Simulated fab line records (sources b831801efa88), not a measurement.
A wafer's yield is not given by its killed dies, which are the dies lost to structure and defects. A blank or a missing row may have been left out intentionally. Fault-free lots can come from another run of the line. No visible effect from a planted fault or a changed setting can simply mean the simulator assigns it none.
Which tool was responsible? | flow gf180mcu | 36 wafers from 12 lots sampled at 5 of the route's 602 steps

WHAT THE GAUGES READ, wafer by wafer
GF_NSD_TW_MEAS_12.
lot  | measured     | on           | NSD_TW
L901 | day 13 09:16 | filmMetro-02 | 4244 4259 4260
L902 | day 13 22:19 | filmMetro-03 | 4235 4233 4269
L909 | day 16 03:46 | filmMetro-02 | 4179 4164 4154
L911 | day 17 04:02 | filmMetro-03 | 4128 4118 4144
L914 | day 17 21:19 | filmMetro-03 | 4213 4184 4197
L915 | day 18 07:43 | filmMetro-03 | 4219 4205 4212
L917 | day 19 01:28 | filmMetro-03 | 4208 4225 4198
L918 | day 19 08:31 | filmMetro-02 | 4237 4235 4245
L919 | day 19 22:49 | filmMetro-03 | 4197 4198 4201
L921 | day 20 07:52 | filmMetro-02 | 4221 4251 4242
L922 | day 20 11:29 | filmMetro-04 | 4213 4196 4207
L923 | day 21 00:43 | filmMetro-02 | 4242 4228 4231

GF_PSD_TW_MEAS_11.
lot  | measured     | on           | PSD_TW
L901 | day 14 04:56 | filmMetro-03 | 3165 3152 3169
L902 | day 14 19:11 | filmMetro-03 | 3185 3176 3171
L909 | day 17 02:14 | filmMetro-04 | 3130 3144 3135
L911 | day 18 03:21 | filmMetro-04 | 3138 3139 3136
L914 | day 18 21:16 | filmMetro-03 | 3176 3166 3160
L915 | day 19 07:28 | filmMetro-03 | 3161 3149 3150
L917 | day 20 01:41 | filmMetro-03 | 3132 3146 3146
L918 | day 20 08:10 | filmMetro-04 | 3139 3156 3143
L919 | day 20 22:08 | filmMetro-04 | 3148 3141 3128
L921 | day 21 08:08 | filmMetro-04 | 3145 3176 3149
L922 | day 21 11:35 | filmMetro-02 | 3179 3191 3175
L923 | day 22 01:32 | filmMetro-04 | 3138 3148 3144

GF_PSD_RS_MEAS_14: a four-point-probe measurement.
lot  | measured     | on           | NSD_RS (ohm/sq)
L901 | day 14 05:08 | filmMetro-02 | 46.24 46.23 46.23
L902 | day 14 19:26 | filmMetro-02 | 46.18 46.02 46.09
L909 | day 17 02:26 | filmMetro-02 | 47.71 47.59 47.73
L911 | day 18 03:34 | filmMetro-02 | 47.73 47.63 47.63
L914 | day 18 21:27 | filmMetro-02 | 46.08 46.22 46.10
L915 | day 19 07:40 | filmMetro-02 | 46.18 46.17 46.19
L917 | day 20 01:53 | filmMetro-02 | 46.12 46.01 46.09
L918 | day 20 08:25 | filmMetro-04 | 46.07 46.11 46.21
L919 | day 20 22:19 | filmMetro-02 | 45.91 46.01 46.10
L921 | day 21 08:20 | filmMetro-03 | 46.19 46.12 46.22
L922 | day 21 11:46 | filmMetro-04 | 46.04 45.93 46.06
L923 | day 22 01:44 | filmMetro-02 | 46.10 46.05 46.03

TOOL THAT RAN EACH LOT (tool first, then ch and the chambers of the sampled wafers, then the start)
lot  | GF_NSD_IMPLANT_09               | GF_NSD_STRIP_11
L901 | implanter-01 ch 0, day 13 08:52 | plasmaAsher-03 ch 0,1, day 13 09:10
L902 | implanter-01 ch 0, day 13 21:55 | plasmaAsher-01 ch 0,1, day 13 22:13
L909 | implanter-02 ch 0, day 16 03:22 | plasmaAsher-04 ch 0,1, day 16 03:40
L911 | implanter-02 ch 0, day 17 03:40 | plasmaAsher-03 ch 0,1, day 17 03:56
L914 | implanter-01 ch 0, day 17 20:55 | plasmaAsher-04 ch 1, day 17 21:13
L915 | implanter-03 ch 0, day 18 07:20 | plasmaAsher-01 ch 0,1, day 18 07:37
L917 | implanter-03 ch 0, day 19 01:04 | plasmaAsher-03 ch 1, day 19 01:22
L918 | implanter-01 ch 0, day 19 08:07 | plasmaAsher-04 ch 0,1, day 19 08:25
L919 | implanter-01 ch 0, day 19 22:25 | plasmaAsher-01 ch 0,1, day 19 22:43
L921 | implanter-02 ch 0, day 20 07:28 | plasmaAsher-03 ch 0,1, day 20 07:46
L922 | implanter-02 ch 0, day 20 11:05 | plasmaAsher-01 ch 0,1, day 20 11:23
L923 | implanter-01 ch 0, day 21 00:19 | plasmaAsher-01 ch 0,1, day 21 00:37
- GF_NSD_IMPLANT_09
- GF_NSD_STRIP_11: strips in O2/N2.

WHAT THE TOOLS THEMSELVES READ (means of the sampled wafers that have a number; where no wafer has one, the mark that the record gives instead)
GF_NSD_IMPLANT_09.
lot  | tool         | beamEnergyKeV
L901 | implanter-01 | 59.989
L902 | implanter-01 | 60.005
L909 | implanter-02 | 54.621
L911 | implanter-02 | 54.670
L914 | implanter-01 | 60.001
L915 | implanter-03 | 60.016
L917 | implanter-03 | 60.015
L918 | implanter-01 | 60.012
L919 | implanter-01 | 60.019
L921 | implanter-02 | 59.995
L922 | implanter-02 | 60.000
L923 | implanter-01 | 60.006

GF_NSD_STRIP_11.
lot  | tool           | drypumpMotorCurrentA (A) | heaterPowerW (W) | oesProductAu (a.u.) | stripTimeToEndpointS (s)
L901 | plasmaAsher-03 | 5.7                      | 348              | 0.488               | 22.93
L902 | plasmaAsher-01 | 5.3                      | 292              | 0.486               | 22.95
L909 | plasmaAsher-04 | 5.8                      | 344              | 0.495               | 22.23
L911 | plasmaAsher-03 | 5.7                      | 354              | 0.495               | 22.32
L914 | plasmaAsher-04 | 5.8                      | 343              | 0.486               | 22.93
L915 | plasmaAsher-01 | 5.7                      | 308              | 0.487               | 22.98
L917 | plasmaAsher-03 | 5.7                      | 365              | 0.489               | 22.99
L918 | plasmaAsher-04 | 5.8                      | 351              | 0.485               | 22.90
L919 | plasmaAsher-01 | 5.3                      | 288              | 0.489               | 22.91
L921 | plasmaAsher-03 | 5.7                      | 345              | 0.483               | 22.89
L922 | plasmaAsher-01 | 5.7                      | 298              | 0.484               | 23.00
L923 | plasmaAsher-01 | 5.7                      | 294              | 0.486               | 22.94

THE ANSWER, worked out from the rows above alone
Rule: the usual values come from the lots themselves. Put in order of their means at a reading, lots are off if they are a third of the lots or fewer, leave a main group of 4 or more, and stand apart from it by a gap of 3 or more times the standard deviation of the main group's means; of several such gaps the widest counts. A main group is skipped when, at the precision printed for the reading in the tables above, its means are all equal. Also off: a lot with no number at a reading for which 4 or more lots have one. Any other lot the step has rows for is counted as sound. The gauges are gone through in route order, then the tools' own readings, and for those a lot's mean is taken as printed above. At the first step where some lot is off, the reading lying furthest off is the one used; lots without a number count as furthest.
Off: at GF_PSD_RS_MEAS_14 (NSD_RS), L909, L911. For the main group the mean is 46.11 ohm/sq and the standard deviation 0.071.
If a tool, at a process step before that reading, ran all the lots that are off and no sound lot after the first of them, it fits. Not tried: the gauges at GF_PSD_RS_MEAS_14; whatever is off there is also off at GF_NSD_IMPLANT_09, on other tools, and gauge error can't account for it. No candidate that was tried fits.

WHAT WAS PUT IN BY THE SIMULATOR
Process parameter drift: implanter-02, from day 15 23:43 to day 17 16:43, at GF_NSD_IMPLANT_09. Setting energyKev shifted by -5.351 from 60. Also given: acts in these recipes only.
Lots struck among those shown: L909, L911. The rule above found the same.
